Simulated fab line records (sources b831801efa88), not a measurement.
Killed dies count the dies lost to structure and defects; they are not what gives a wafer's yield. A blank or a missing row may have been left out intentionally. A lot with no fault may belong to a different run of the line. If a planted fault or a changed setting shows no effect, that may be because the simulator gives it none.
What tool caused it? / flow gf180mcu / 6 lots, 18 wafers sampled, at 4 steps of a route of 602

== WHAT THE GAUGES SHOWED, per wafer ==
GF_TOP_METAL_CD_MEAS_14 targets a cd of 440 nm.
lot=L701; measured=day 28 17:51; on=cd-sem-02; cd-nm (nm)=440.0 440.3 440.1
lot=L706; measured=day 30 15:37; on=cd-sem-02; cd-nm (nm)=436.4 439.4 438.0
lot=L708; measured=day 30 21:32; on=cd-sem-02; cd-nm (nm)=440.3 441.2 443.7
lot=L710; measured=day 31 12:44; on=cd-sem-01; cd-nm (nm)=442.7 442.9 440.7
lot=L717; measured=day 33 09:59; on=cd-sem-01; cd-nm (nm)=440.4 439.1 440.4
lot=L721; measured=day 34 07:58; on=cd-sem-01; cd-nm (nm)=439.1 441.7 440.9

== WHAT TOOL EACH LOT RAN ON (gives the tool, then ch and the chambers of the sampled wafers, and finally the start) ==
lot=L701; GF_V4_STRIP_19=wet-bench-02 ch 0, day 25 02:44; GF_M5_ETCH_09=rie-diel-01 ch 0,1,3, day 26 23:08; GF_V5_ETCH_16=rie-diel-01 ch 0,2,3, day 27 21:13
lot=L706; GF_V4_STRIP_19=wet-bench-04 ch 1, day 27 04:37; GF_M5_ETCH_09=rie-diel-04 ch 0,1,2, day 28 22:35; GF_V5_ETCH_16=rie-diel-04 ch 0,1,2, day 29 19:10
lot=L708; GF_V4_STRIP_19=wet-bench-02 ch 0, day 27 11:52; GF_M5_ETCH_09=rie-diel-03 ch 0,1, day 29 05:02; GF_V5_ETCH_16=rie-diel-04 ch 0,1, day 30 01:38
lot=L710; GF_V4_STRIP_19=wet-bench-02 ch 2, day 28 03:34; GF_M5_ETCH_09=rie-diel-04 ch 1,3, day 29 20:36; GF_V5_ETCH_16=rie-diel-02 ch 1,3, day 30 17:20
lot=L717; GF_V4_STRIP_19=wet-bench-02 ch 2, day 30 08:38; GF_M5_ETCH_09=rie-diel-03 ch 1,2, day 31 21:23; GF_V5_ETCH_16=rie-diel-04 ch 1,2,3, day 32 15:44
lot=L721; GF_V4_STRIP_19=wet-bench-02 ch 0, day 31 06:49; GF_M5_ETCH_09=rie-diel-04 ch 2,3, day 32 18:52; GF_V5_ETCH_16=rie-diel-04 ch 0,1,2, day 33 13:49
- GF_V4_STRIP_19: strips in post etch residue remover, time 1200 s.
- GF_M5_ETCH_09: etches Si3N4 in CF4/O2, target depth 52 nm, time 11.6 s.
- GF_V5_ETCH_16: etches BARC in N2/H2.

== THE ANSWER, worked out from the rows above alone ==
Rule: the lots themselves supply what counts as usual. Put in order of their means at a reading, lots are off if they are a third of the lots or fewer, leave a main group of 4 or more, and stand apart from it by a gap of 3 or more times the standard deviation of the main group's means; of several such gaps the widest counts. A main group is skipped when, at the precision printed for the reading in the tables above, its means are all equal. A lot without any number at a reading at which 4 lots or more have one is off too. Where the step has rows for the other lots, those lots are counted as sound.
Across all readings shown, no lot is off: no conclusion can be drawn from this.

== WHAT HAD BEEN PUT IN BY THE SIMULATOR ==
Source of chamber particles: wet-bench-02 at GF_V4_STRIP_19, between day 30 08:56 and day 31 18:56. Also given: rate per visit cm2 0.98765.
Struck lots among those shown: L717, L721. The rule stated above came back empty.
